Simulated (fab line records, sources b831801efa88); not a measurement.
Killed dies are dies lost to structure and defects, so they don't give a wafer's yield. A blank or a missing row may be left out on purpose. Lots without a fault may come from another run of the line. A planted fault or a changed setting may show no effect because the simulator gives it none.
fab line records | flow sky130 | part 1 of 2: steps 1 to 27 of 36
record lots=5 wafers=15 last_day=50
route steps=708 shown SD_N@358 SD_P@359 RES_XHIGH@360 SALICIDE@361 LI_CONTACT@362 LOCAL_INTERCONNECT@387
lots that met no fault: from a run of the same line without faults
start_h: hours from the record's first day to the start of the lot's first wafer shown | wait_h: hours since the lot's step before | " the same as in the row above | L1.1+2: a row that stands for several wafers | - no value, or no start given | * or withheld: withheld | < > ~ a bound
route shown NAME@n: a module of which the file shows steps, and the number in the route of the first | usual: mean/standard deviation of fault-free wafers | same: alike in all rows | chamber/n: place in a boat | sites: the reading at each site | _std_site: their standard deviation | _edge_site: outer sites' mean less inner sites' | radius_mm: how far each site lies from the wafer's centre | mask NAME#n: copy n | behind: the tool/chamber that last shaped the wafer | hold: why the lot was held/for how many hours/how that ended | device: the transistor (n, p or np) that didn't switch | end of line: the same wafers' tests at the end of the route | a step without rows: its recipe alone | killed: dies lost to structure and defects at the first sort, not the wafer's yield | map: a wafer's dies, x killed, . not, _ none there
set.NAME: the setting as run; set.NAME@STEP: as run at that earlier step | model.NAME: the simulator's own value behind a step, which no gauge read
lots at some steps of the route; a table a step, a row a wafer
services: from which hour (start_h, from the record's first day; less than 0 if before it) a tool's chamber was out of use, for how many hours, and why
## steps
# step SKY_SD_N_RS_MEAS_16
# recipe thk_meas_gauge=four-point-probe
# usual SD_N_RS=68.61/0.12
# columns lot.wafer tool chamber start_h wait_h SD_N_RS[ohm/sq]
L076.1 film_metro-03 - 677.12 0.1 68.62
L076.2 " - " " 68.65
L076.4 " - " " 68.58
L079.2 film_metro-03 - 702.47 0.1 68.47
L079.3 " - " " 68.73
L079.5 " - " " 68.43
L080.1 film_metro-03 - 711.80 0.1 68.48
L080.3 " - " " 68.59
L080.5 " - " " 68.69
L087.1 film_metro-03 - 747.75 0.1 68.72
L087.5 " - " " 68.75
L087.6 " - " " 68.70
L096.2 film_metro-03 - 813.62 0.1 68.50
L096.5 " - " " 68.72
L096.6 " - " " 68.64
# step SKY_SD_N_RS_MEAS_17
# recipe thk_meas_gauge=four-point-probe
# usual SD_P_RS=147.1/0.42
# columns lot.wafer tool chamber start_h wait_h SD_P_RS[ohm/sq]
L076.1 film_metro-03 - 677.24 0.1 146.9
L076.2 " - " " 147.0
L076.4 " - " " 147.5
L079.2 film_metro-03 - 702.59 0.1 146.8
L079.3 " - " " 146.9
L079.5 " - " " 146.3
L080.1 film_metro-03 - 711.92 0.1 147.1
L080.3 " - " " 147.3
L080.5 " - " " 147.3
L087.1 film_metro-03 - 747.87 0.1 147.7
L087.5 " - " " 147.6
L087.6 " - " " 147.4
L096.2 film_metro-03 - 813.74 0.1 146.9
L096.5 " - " " 146.9
L096.6 " - " " 147.5
# step SKY_SD_N_RS_MEAS_18
# recipe thk_meas_gauge=four-point-probe
# usual RES_XHIGH_RS=333.5/1.2
# columns lot.wafer tool chamber start_h wait_h RES_XHIGH_RS[ohm/sq]
L076.1 film_metro-03 - 677.36 0.1 334.0
L076.2 " - " " 334.1
L076.4 " - " " 333.8
L079.2 film_metro-03 - 702.71 0.1 333.8
L079.3 " - " " 334.7
L079.5 " - " " 332.8
L080.1 film_metro-03 - 712.04 0.1 332.6
L080.3 " - " " 331.1
L080.5 " - " " 331.8
L087.1 film_metro-03 - 747.99 0.1 331.7
L087.5 " - " " 332.4
L087.6 " - " " 332.0
L096.2 film_metro-03 - 813.86 0.1 333.6
L096.5 " - " " 333.8
L096.6 " - " " 335.0
# step SKY_SALICIDE_CLEAN_00
# recipe chemistry=HF-last time_s=30 dilution=100:1 dry=ipa_marangoni
# columns lot.wafer tool chamber start_h wait_h
L076.1+2+4 wet_bench-01 2 677.48 0.1
L079.2+3+5 wet_bench-03 2 702.81 0.1
L080.1+3+5 wet_bench-03 1 712.16 0.1
L087.1+5+6 wet_bench-02 2 748.11 0.1
L096.2+5+6 wet_bench-03 3 813.96 0.1
# step SKY_LI_CONTACT_HDPCVD_00
# recipe material=PSG target_thk_nm=930 sigma_open_frac=0.3 time_s=155 temp_c=600 sih4_flow_sccm=60 pressure_mtorr=6
# usual susceptor_temp_C=600.00/0.26
# columns lot.wafer tool chamber start_h wait_h susceptor_temp_C
L076.1 hdpcvd-01 0 677.50 0.0 600.21
L076.2 " 1 " " 599.70
L076.4 " 1 " " 599.77
L079.2 hdpcvd-02 1 702.83 0.0 599.76
L079.3 " 0 " " 600.25
L079.5 " 1 " " 599.80
L080.1 hdpcvd-02 0 712.18 0.0 600.21
L080.3 " 2 " " 600.17
L080.5 " 0 " " 600.18
L087.1 hdpcvd-02 0 748.12 0.0 599.74
L087.5 " 0 " " 599.55
L087.6 " 2 " " 599.92
L096.2 hdpcvd-01 0 813.98 0.0 599.73
L096.5 " 1 " " 600.10
L096.6 " 0 " " 599.92
# step SKY_LI_CONTACT_THK_MEAS_01
# recipe reads=PSG_of_LI_CONTACT_HDPCVD_00
# usual LI_CONTACT_HDPCVD_THK=932/13
# columns lot.wafer tool chamber start_h wait_h LI_CONTACT_HDPCVD_THK[nm]
L076.1 film_metro-02 - 677.61 0.1 934
L076.2 " - " " 927
L076.4 " - " " 919
L079.2 film_metro-04 - 702.94 0.1 933
L079.3 " - " " 916
L079.5 " - " " 939
L080.1 film_metro-02 - 712.28 0.1 923
L080.3 " - " " 950
L080.5 " - " " 928
L087.1 film_metro-04 - 748.23 0.1 909
L087.5 " - " " 916
L087.6 " - " " 943
L096.2 film_metro-04 - 814.09 0.1 935
L096.5 " - " " 922
L096.6 " - " " 934
# step SKY_LI_CONTACT_CMP_02
# recipe material=PSG down_force_psi=4 platen_rpm=60 pad_velocity_m_s=0.94248
# usual motor_current_A=11.9/1.2 slurry_flow_ml_min=150.0/0.45 time_to_endpoint_s=34/3.7
# columns lot.wafer tool chamber start_h wait_h motor_current_A slurry_flow_ml_min time_to_endpoint_s
L076.4 cmp-01 3 677.67 0.0 11.6 149.2 30
L076.1 " 1 " " 11.4 149.9 39
L076.2 " 2 " " 10.9 150.1 31
L079.3 cmp-02 0 703.04 0.1 11.7 149.4 37
L079.2 " 2 " " 14.5 150.5 30
L079.5 " 0 " " 11.3 149.4 39
L080.1 cmp-01 1 712.34 0.1 11.3 149.5 37
L080.3 " 0 " " 10.7 149.8 34
L080.5 " 2 " " 10.6 150.7 33
L087.1 cmp-02 3 748.65 0.4 13.7 149.2 33
L087.6 " 0 " " 11.5 150.1 39
L087.5 " 1 " " 11.9 150.0 27
L096.2 cmp-02 1 814.14 0.0 11.8 150.0 32
L096.5 " 1 " " 12.2 149.8 28
L096.6 " 2 " " 13.8 150.5 33
# step SKY_LI_CONTACT_BOW_MEAS_03
# recipe mode=bow
# usual LI_CONTACT_BOW=58/6.4
# columns lot.wafer tool chamber start_h wait_h LI_CONTACT_BOW[um]
L076.1 film_metro-02 - 677.97 0.1 65
L076.2 " - " " 61
L076.4 " - " " 35
L079.2 film_metro-03 - 703.31 0.1 50
L079.3 " - " " 60
L079.5 " - " " 65
L080.1 film_metro-02 - 712.64 0.2 53
L080.3 " - " " 43
L080.5 " - " " 55
L087.1 film_metro-02 - 748.80 0.1 63
L087.5 " - " " 61
L087.6 " - " " 62
L096.2 film_metro-04 - 814.46 0.3 55
L096.5 " - " " 53
L096.6 " - " " 42
# step SKY_LI_CONTACT_DEHYDRATE_04
# recipe temp_c=200 time_s=60
# usual heater_power_total_W=160.37/0.13
# columns lot.wafer tool chamber start_h wait_h heater_power_total_W
L076.1 litho_track-04 0 691.03 13.0 160.23
L076.2 " 0 " " 160.24
L076.4 " 0 " " 160.18
L079.2 litho_track-04 0 716.16 12.8 160.44
L079.3 " 0 " " 160.40
L079.5 " 0 " " 160.41
L080.1 litho_track-04 0 726.08 13.4 160.56
L080.3 " 0 " " 160.37
L080.5 " 0 " " 160.57
L087.1 litho_track-01 0 761.59 12.8 160.35
L087.5 " 0 " " 160.51
L087.6 " 0 " " 160.60
L096.2 litho_track-04 0 826.71 12.2 160.37
L096.5 " 0 " " 160.32
L096.6 " 0 " " 160.24
# step SKY_LI_CONTACT_HMDS_05
# recipe prime_time_s=60 prime_temp_c=120
# usual prime_temp_c=120.01/0.15
# columns lot.wafer tool chamber start_h wait_h prime_temp_c
L076.1 litho_track-04 0 691.18 0.1 120.04
L076.2 " 0 " " 120.04
L076.4 " 0 " " 119.95
L079.2 litho_track-04 0 716.31 0.1 120.01
L079.3 " 0 " " 120.17
L079.5 " 0 " " 120.10
L080.1 litho_track-04 0 726.23 0.1 119.96
L080.3 " 0 " " 120.00
L080.5 " 0 " " 119.80
L087.1 litho_track-01 0 761.74 0.1 120.29
L087.5 " 0 " " 120.17
L087.6 " 0 " " 120.21
L096.2 litho_track-04 0 826.86 0.1 119.93
L096.5 " 0 " " 120.08
L096.6 " 0 " " 119.81
# step SKY_LI_CONTACT_COAT_06
# recipe resist=BARC temp_c=withheld time_s=withheld spin_rpm=3000 resist_thk_nm=60
# usual dispense_pressure_kPa=47.45/0.033
# columns lot.wafer tool chamber start_h wait_h dispense_pressure_kPa
L076.1 litho_track-04 0 691.33 0.1 47.52
L076.2 " 0 " " 47.51
L076.4 " 0 " " 47.47
L079.2 litho_track-04 0 716.46 0.1 47.45
L079.3 " 0 " " 47.48
L079.5 " 0 " " 47.49
L080.1 litho_track-04 0 726.38 0.1 47.50
L080.3 " 0 " " 47.50
L080.5 " 0 " " 47.51
L087.1 litho_track-01 0 761.89 0.1 47.41
L087.5 " 0 " " 47.44
L087.6 " 0 " " 47.42
L096.2 litho_track-04 0 827.01 0.1 47.48
L096.5 " 0 " " 47.44
L096.6 " 0 " " 47.48
# step SKY_LI_CONTACT_COAT_07
# recipe resist=KrF-thick spin_rpm=3000 resist_thk_nm=450
# usual dispense_pressure_kPa=47.41/0.039
# columns lot.wafer tool chamber start_h wait_h dispense_pressure_kPa
L076.1 litho_track-04 0 - - 47.44
L076.2 " 0 " " 47.44
L076.4 " 0 " " 47.48
L079.2 litho_track-04 0 - - 47.44
L079.3 " 0 " " 47.45
L079.5 " 0 " " 47.43
L080.1 litho_track-04 0 - - 47.49
L080.3 " 0 " " 47.48
L080.5 " 0 " " 47.49
L087.1 litho_track-01 0 - - 47.37
L087.5 " 0 " " 47.36
L087.6 " 0 " " 47.42
L096.2 litho_track-04 0 - - 47.40
L096.5 " 0 " " 47.41
L096.6 " 0 " " 47.45
# step SKY_LI_CONTACT_SOFTBAKE_08
# recipe temp_c=100 time_s=90 resist=KrF-thick
# usual heater_power_total_W=57.35/0.1
# columns lot.wafer tool chamber start_h wait_h heater_power_total_W
L076.1 litho_track-04 0 - - 57.17
L076.2 " 0 " " 57.36
L076.4 " 0 " " 57.24
L079.2 litho_track-04 0 - - 57.28
L079.3 " 0 " " 57.31
L079.5 " 0 " " 57.47
L080.1 litho_track-04 0 - - 57.24
L080.3 " 0 " " 57.44
L080.5 " 0 " " 57.47
L087.1 litho_track-01 0 - - 57.34
L087.5 " 0 " " 57.39
L087.6 " 0 " " 57.31
L096.2 litho_track-04 0 - - 57.50
L096.5 " 0 " " 57.38
L096.6 " 0 " " 57.34
# step SKY_LI_CONTACT_EXPOSE_09
# recipe mask_id=LICM1 na=0.8 source_shape=annular sigma_inner=0.55 sigma_outer=0.85 target_cd_nm=170 dose_mj=38
# columns lot.wafer tool chamber start_h wait_h mask
L076.1+2+4 krf_scanner-02 0 - - LICM1#0
L079.2+3+5 krf_scanner-02 0 - - LICM1#0
L080.1+3+5 krf_scanner-01 0 - - LICM1#0
L087.1+5+6 krf_scanner-01 0 - - LICM1#0
L096.2+5+6 krf_scanner-01 0 - - LICM1#0
# step SKY_LI_CONTACT_PEB_10
# recipe peb_temp_c=withheld peb_time_s=withheld resist=KrF-thick
# columns lot.wafer tool chamber start_h wait_h
L076.1+2+4 litho_track-02 0 - -
L079.2+3+5 litho_track-01 0 - -
L080.1+3+5 litho_track-04 0 - -
L087.1+5+6 litho_track-04 0 - -
L096.2+5+6 litho_track-02 0 - -
# step SKY_LI_CONTACT_DEVELOP_11
# recipe develop_time_s=60 resist=KrF-thick dev_temp_c=21
# columns lot.wafer tool chamber start_h wait_h
L076.1+2+4 litho_track-02 0 - -
L079.2+3+5 litho_track-01 0 - -
L080.1+3+5 litho_track-04 0 - -
L087.1+5+6 litho_track-04 0 - -
L096.2+5+6 litho_track-02 0 - -
# step SKY_LI_CONTACT_CD_MEAS_12
# recipe target_cd_nm=170
# usual cd_nm=170.1/1.6
# columns lot.wafer tool chamber start_h wait_h cd_nm
L076.1 cd_sem-02 - 706.16 - 167.2
L076.2 " - " " 168.1
L076.4 " - " " 167.9
L079.2 cd_sem-01 - 730.76 - 170.6
L079.3 " - " " 170.9
L079.5 " - " " 170.6
L080.1 cd_sem-01 - 740.08 - 170.6
L080.3 " - " " 170.2
L080.5 " - " " 168.2
L087.1 cd_sem-01 - 775.73 - 171.1
L087.5 " - " " 171.6
L087.6 " - " " 172.4
L096.2 cd_sem-02 - 839.98 - 169.4
L096.5 " - " " 170.7
L096.6 " - " " 171.0
# step SKY_LI_CONTACT_OVL_MEAS_13
# usual LI_CONTACT_OVL=-1/4.9
# columns lot.wafer tool chamber start_h wait_h LI_CONTACT_OVL[nm]
L076.1 overlay-01 - 706.28 0.1 6
L076.2 " - " " 6
L076.4 " - " " -1
L079.2 overlay-02 - 730.86 0.1 -3
L079.3 " - " " -5
L079.5 " - " " -5
L080.1 overlay-02 - 740.20 0.1 -2
L080.3 " - " " 4
L080.5 " - " " -4
L087.1 overlay-01 - 775.85 0.1 -9
L087.5 " - " " 1
L087.6 " - " " 2
L096.2 overlay-02 - 840.09 0.1 -5
L096.5 " - " " -4
L096.6 " - " " -1
# step SKY_LI_CONTACT_ETCH_14
# recipe chemistry=N2/H2 target=BARC ion_energy_ev=200 source_w=500 bias_w=100 pressure_mtorr=30 n2_flow_sccm=100 h2_flow_sccm=200 stop_on=SiO2 time_s=45.9 target_depth_a=600
# usual drypump_motor_current_A=5.8/0.33 oes_product_au=0.855/0.005 throttle_valve_pct=13.224/0.0086
# columns lot.wafer tool chamber start_h wait_h drypump_motor_current_A oes_product_au rf_hours_counter_h throttle_valve_pct
L076.1 rie_diel-01 3 706.32 0.0 6.0 0.856 8 13.239
L076.2 " 1 " " 6.2 0.849 18 13.227
L076.4 " 0 " " 6.2 0.861 16 13.224
L079.2 rie_diel-01 1 730.89 0.0 6.2 0.861 19 13.225
L079.3 " 3 " " 6.0 0.855 8 13.241
L079.5 " 2 " " 5.3 0.856 - 13.217
L080.1 rie_diel-01 1 740.24 0.0 6.1 0.864 19 13.207
L080.3 " 0 " " 6.2 0.862 17 13.219
L080.5 " 2 " " 5.3 0.855 - 13.206
L087.1 rie_diel-04 2 775.89 0.0 5.6 0.855 9 13.223
L087.5 " 2 " " 5.6 0.857 - 13.213
L087.6 " 1 " " 5.5 0.854 - 13.218
L096.2 rie_diel-02 1 840.12 0.0 5.5 0.852 5 13.219
L096.5 " 1 " " 5.4 0.849 - 13.213
L096.6 " 2 " " 5.8 0.856 - 13.219
# step SKY_LI_CONTACT_ETCH_15
# recipe target=PSG chemistry=C4F8/O2/Ar stop_on=Si taper_deg=4.15 mask_material=KrF-thick source_w=1500 bias_w=1200 pressure_mtorr=40 c4f8_flow_sccm=withheld O2_flow_sccm=6 Ar_flow_sccm=300 time_s=withheld target_depth_a=6000
# usual oes_product_au=0.837/0.0045
# columns lot.wafer tool chamber start_h wait_h oes_product_au
L076.1 rie_diel-01 3 706.36 0.0 0.839
L076.2 " 1 " " 0.835
L076.4 " 0 " " 0.837
L079.2 rie_diel-01 1 730.93 0.0 0.837
L079.3 " 3 " " 0.837
L079.5 " 2 " " 0.846
L080.1 rie_diel-01 1 740.28 0.0 0.841
L080.3 " 0 " " 0.832
L080.5 " 2 " " 0.832
L087.1 rie_diel-04 2 775.93 0.0 0.833
L087.5 " 2 " " 0.831
L087.6 " 1 " " 0.840
L096.2 rie_diel-02 1 840.16 0.0 0.833
L096.5 " 1 " " 0.834
L096.6 " 2 " " 0.840
# step SKY_LI_CONTACT_STRIP_16
# recipe chemistry=O2/N2 power_w=1400 pressure_mtorr=1500 platen_temp_c=withheld o2_flow_sccm=3000 n2_flow_sccm=300 overash_fraction=0.5
# usual drypump_motor_current_A=5.68/0.25 oes_product_au=0.376/0.0047 strip_time_to_endpoint_s=3.50/0.041
# columns lot.wafer tool chamber start_h wait_h drypump_motor_current_A oes_product_au rf_hours_counter_h strip_time_to_endpoint_s
L076.1 plasma_asher-04 1 706.44 - 5.92 0.378 104 3.45
L076.2 " 0 " " 5.44 0.384 104 3.58
L076.4 " 0 " " 5.44 0.383 - 3.53
L079.2 plasma_asher-01 1 731.02 - 5.68 0.375 54 3.52
L079.3 " 1 " " 5.67 0.364 - 3.43
L079.5 " 0 " " 5.56 0.369 - 3.51
L080.1 plasma_asher-02 0 740.36 - 5.41 0.381 30 3.53
L080.3 " 1 " " 6.02 0.387 - 3.51
L080.5 " 0 " " 5.42 0.374 - 3.48
L087.1 plasma_asher-01 1 776.01 - 5.71 0.375 59 3.50
L087.5 " 0 " " 5.54 0.379 - 3.48
L087.6 " 1 " " 5.74 0.372 - 3.49
L096.2 plasma_asher-01 0 840.24 - 5.56 0.375 65 3.47
L096.5 " 1 " " 5.72 0.381 - 3.49
L096.6 " 0 " " 5.57 0.372 - 3.45
# step SKY_LI_CONTACT_CLEAN_17
# recipe chemistry=NMP time_s=600 temp_c=60 dry=n2_spin
# columns lot.wafer tool chamber start_h wait_h
L076.1+2+4 wet_bench-03 3 706.54 0.1
L079.2+3+5 wet_bench-03 0 731.12 0.1
L080.1+3+5 wet_bench-03 3 740.46 0.1
L087.1+5+6 wet_bench-03 0 776.11 0.1
L096.2+5+6 wet_bench-04 3 840.34 0.1
# step SKY_LI_CONTACT_PRE_CLEAN_18
# recipe gas=Ar time_s=5.6 bias_v=358
# columns lot.wafer tool chamber start_h wait_h
L076.1+2+4 pvd_sputter-02 - 706.73 0.0
L079.2+3+5 pvd_sputter-01 - 731.29 0.0
L080.1+3+5 pvd_sputter-02 - 740.64 0.0
L087.1+5+6 pvd_sputter-02 - 776.31 0.0
L096.2+5+6 pvd_sputter-01 - 840.55 0.0
# step SKY_LI_CONTACT_SPUTTER_19
# recipe material=Ti target_thk_nm=20 chamber_pressure_pa=5 power_w=2500 substrate_temp_c=200 time_s=106.37
# usual throttle_valve_pct=30.1/1.3
# columns lot.wafer tool chamber start_h wait_h throttle_valve_pct
L076.1 pvd_sputter-02 - 706.75 0.0 32.0
L076.2 " - " " 30.4
L076.4 " - " " 32.8
L079.2 pvd_sputter-01 - 731.31 0.0 30.0
L079.3 " - " " 29.4
L079.5 " - " " 29.8
L080.1 pvd_sputter-02 - 740.66 0.0 32.1
L080.3 " - " " 30.7
L080.5 " - " " 32.3
L087.1 pvd_sputter-02 - 776.33 0.0 32.1
L087.5 " - " " 33.1
L087.6 " - " " 29.6
L096.2 pvd_sputter-01 - 840.57 0.0 29.2
L096.5 " - " " 29.4
L096.6 " - " " 29.6
# step SKY_LI_CONTACT_SPUTTER_20
# recipe material=TiN target_thk_nm=20 chamber_pressure_pa=5 power_w=4000 time_s=80
# usual throttle_valve_pct=30.1/1.3
# columns lot.wafer tool chamber start_h wait_h throttle_valve_pct
L076.1 pvd_sputter-02 - 706.83 0.0 32.0
L076.2 " - " " 30.5
L076.4 " - " " 32.9
L079.2 pvd_sputter-01 - 731.39 0.0 29.7
L079.3 " - " " 29.4
L079.5 " - " " 29.6
L080.1 pvd_sputter-02 - 740.74 0.0 32.3
L080.3 " - " " 30.4
L080.5 " - " " 32.1
L087.1 pvd_sputter-02 - 776.40 0.0 32.1
L087.5 " - " " 32.9
L087.6 " - " " 29.7
L096.2 pvd_sputter-01 - 840.65 0.0 29.5
L096.5 " - " " 29.4
L096.6 " - " " 29.9
# step SKY_LI_CONTACT_CVD_21
# recipe material=W target_thk_nm=400 time_s=120.56 temp_c=400 pressure_torr=40
# usual heater_power_w=842/44 susceptor_temp_C=400.05/0.21
# columns lot.wafer tool chamber start_h wait_h heater_power_w susceptor_temp_C
L076.1 cvd_w-02 1 706.89 0.0 869 399.97
L076.2 " 0 " " 892 399.75
L076.4 " 0 " " 902 400.17
L079.2 cvd_w-01 1 731.45 0.0 786 400.12
L079.3 " 0 " " 854 399.87
L079.5 " 0 " " 862 400.14
L080.1 cvd_w-01 1 740.80 0.0 782 400.10
L080.3 " 0 " " 870 400.16
L080.5 " 1 " " 760 399.96
L087.1 cvd_w-01 1 776.46 0.0 784 400.14
L087.5 " 1 " " 783 399.97
L087.6 " 0 " " 867 400.11
L096.2 cvd_w-01 0 840.71 0.0 855 399.95
L096.5 " 0 " " 859 400.14
L096.6 " 1 " " 797 400.24
# step SKY_LI_CONTACT_RS_MEAS_22
# recipe thk_meas_gauge=four-point-probe reads=W_of_LI_CONTACT_CVD_21+TiN_of_LI_CONTACT_SPUTTER_20+Ti_of_LI_CONTACT_SPUTTER_19
# usual LI_CONTACT_W_RS=0.287/0.0031
# columns lot.wafer tool chamber start_h wait_h LI_CONTACT_W_RS[ohm/sq]
L076.1 film_metro-04 - 707.02 0.1 0.294
L076.2 " - " " 0.289
L076.4 " - " " 0.289
L079.2 film_metro-03 - 731.60 0.1 0.290
L079.3 " - " " 0.287
L079.5 " - " " 0.292
L080.1 film_metro-03 - 740.92 0.1 0.285
L080.3 " - " " 0.286
L080.5 " - " " 0.284
L087.1 film_metro-04 - 776.59 0.1 0.291
L087.5 " - " " 0.291
L087.6 " - " " 0.289
L096.2 film_metro-03 - 840.85 0.1 0.289
L096.5 " - " " 0.289
L096.6 " - " " 0.286
